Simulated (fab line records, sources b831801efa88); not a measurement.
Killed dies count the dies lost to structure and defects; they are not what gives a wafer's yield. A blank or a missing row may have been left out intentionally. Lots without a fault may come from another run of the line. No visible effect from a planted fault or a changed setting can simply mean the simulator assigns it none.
A lot that was struck, set against a sound lot -- flow sky130 -- 17 steps out of a route of 708
Sound: wafers L697.1, L697.3, L697.5. Wafers struck: L701.2, L701.3, L701.4. Last of all comes the cause.
At each step with rows: each side's tool, then ch and its chambers, then its first start. Under that, the readings that differ: sound wafers -- struck wafers -- difference of the means -- sigmas: that difference in standard deviations of wafers without a fault.
alike: words and numbers the same on both sides, and readings whose means are apart by under 2 such deviations; not compared: readings that were withheld, readings missing a value for some wafer, numbers with overlapping values and no deviation given by the record, and bounds like >300 which may hide the same value.
The two part at a step that has a row with sigmas, a row that says differs or no value, or rows on one side only. When numbers do not overlap yet have no deviation, they are printed without sigmas and do not part them. A reading that every wafer of one side lacks parts them only if that side has two wafers or more.

SKY_VT_ADJUST_HVTP_OVL_MEAS_08:
  struck on overlay-01, day 7 02:58; sound on overlay-01, day 5 22:04
  alike: VT_ADJUST_HVTP_OVL
then, 1 step without rows for these wafers: SKY_VT_ADJUST_HVTP_IMPLANT_09.
SKY_VT_ADJUST_HVTP_STRIP_10: strips in O2/N2.
  sound on plasma_asher-01 ch 0,1, day 5 22:15; struck on plasma_asher-01 ch 0,1, day 7 03:08
  alike: drypump_motor_current_A, oes_product_au, strip_time_to_endpoint_s
  not compared: rf_hours_counter_h
SKY_VT_ADJUST_HVTP_TW_MEAS_11:
  struck on film_metro-03, day 7 03:15; sound on film_metro-04, day 5 22:21
  alike: VT_ADJUST_HVTP_TW
then, 7 steps without rows for these wafers: SKY_VT_ADJUST_LVTN_DEHYDRATE_00 (time 60 s); SKY_VT_ADJUST_LVTN_HMDS_01 (prime time 60 s); SKY_VT_ADJUST_LVTN_COAT_02 (resist thk 3000 nm); SKY_VT_ADJUST_LVTN_SOFTBAKE_03; SKY_VT_ADJUST_LVTN_EXPOSE_04 (exposes mask NWM COMPLEMENT LESS NATIVE, target cd 840 nm); SKY_VT_ADJUST_LVTN_PEB_05; SKY_VT_ADJUST_LVTN_DEVELOP_06 (develop time 60 s).
SKY_VT_ADJUST_LVTN_OVL_MEAS_07:
  struck on overlay-01, day 7 22:59; sound on overlay-02, day 6 16:13
  alike: VT_ADJUST_LVTN_OVL
SKY_VT_ADJUST_LVTN_IMPLANT_08:
  sound on implanter-04 ch 0, day 6 16:15; struck on implanter-02 ch 0, day 7 23:22
  alike: beam_energy_keV, end_station_pressure_torr
SKY_VT_ADJUST_LVTN_STRIP_09: strips in O2/N2.
  sound on plasma_asher-03 ch 0,1, day 6 16:24; struck on plasma_asher-04 ch 0,1, day 7 23:29
reading,sound,struck,difference,sigmas
strip_time_to_endpoint_s (s),37.14 37.05 37.05,36.95 36.70 36.88,-0.24,-2
  alike: drypump_motor_current_A, oes_product_au
  not compared: rf_hours_counter_h
SKY_VT_ADJUST_LVTN_TW_MEAS_10:
  struck on film_metro-04, day 7 23:36; sound on film_metro-04, day 6 16:30
reading,sound,struck,difference,sigmas
VT_ADJUST_LVTN_TW,244.1 242.9 244.6,299.2 299.4 299.8,+55.6,+31
then, 1 step without rows for these wafers: SKY_VT_ADJUST_LVTN_DEHYDRATE_11 (time 60 s).
-- a jump in the record: the struck wafers' starts before and after are 38 days apart (it breaks off in module VT_ADJUST_LVTN and resumes in module PAD_OPEN, where the first step shown is number 708 of the route) --
SKY_PAD_OPEN_PROBE_99:
  struck on prober-02, day 46 10:34; sound on prober-01, day 45 01:38
reading,sound,struck,difference,sigmas
killed_short,50 49 57,26 34 41,-18,-3
model.etest.nfet_01v8_lvt.drive_ua_um,605.3 601.2 609.9,551.3 540.2 528.5,-65.5,
model.etest.nfet_01v8.drive_ua_um,530.5 532.1 541.4,488.2 480.8 477.2,-52.6,
model.etest.nfet_01v8_turned.drive_ua_um,529.8 536.3 539.4,489.3 480 478.9,-52.4,
model.etest.nfet_01v8_swapped.drive_ua_um,531.8 528.9 539.8,491 479.5 476.2,-51,
model.etest.nfet_01v8_swapped.off_log10_a_um,-13.38 -13.22 -13.22,-13.48 -13.44 -13.4,-0.17,
model.etest.nfet_01v8_lvt.vt_sat_v (V),0.513 0.5142 0.5105,0.57 0.5778 0.5847,+0.06,
model.etest.nfet_01v8.vt_sat_v (V),0.6224 0.6215 0.6212,0.6688 0.6645 0.6722,+0.0468,
model.etest.nfet_01v8_lvt.vt_v (V),0.5933 0.5881 0.5812,0.6304 0.6387 0.6406,+0.0490,
  alike: killed_at_M0_to_M3, killed_at_M4_up, killed_at_contacts, killed_at_front_end, killed_at_other, killed_dies, killed_open

## WHERE THEY PART
First at SKY_VT_ADJUST_LVTN_STRIP_09; last, within this record, at SKY_PAD_OPEN_PROBE_99.

WHY: what the simulator had put in
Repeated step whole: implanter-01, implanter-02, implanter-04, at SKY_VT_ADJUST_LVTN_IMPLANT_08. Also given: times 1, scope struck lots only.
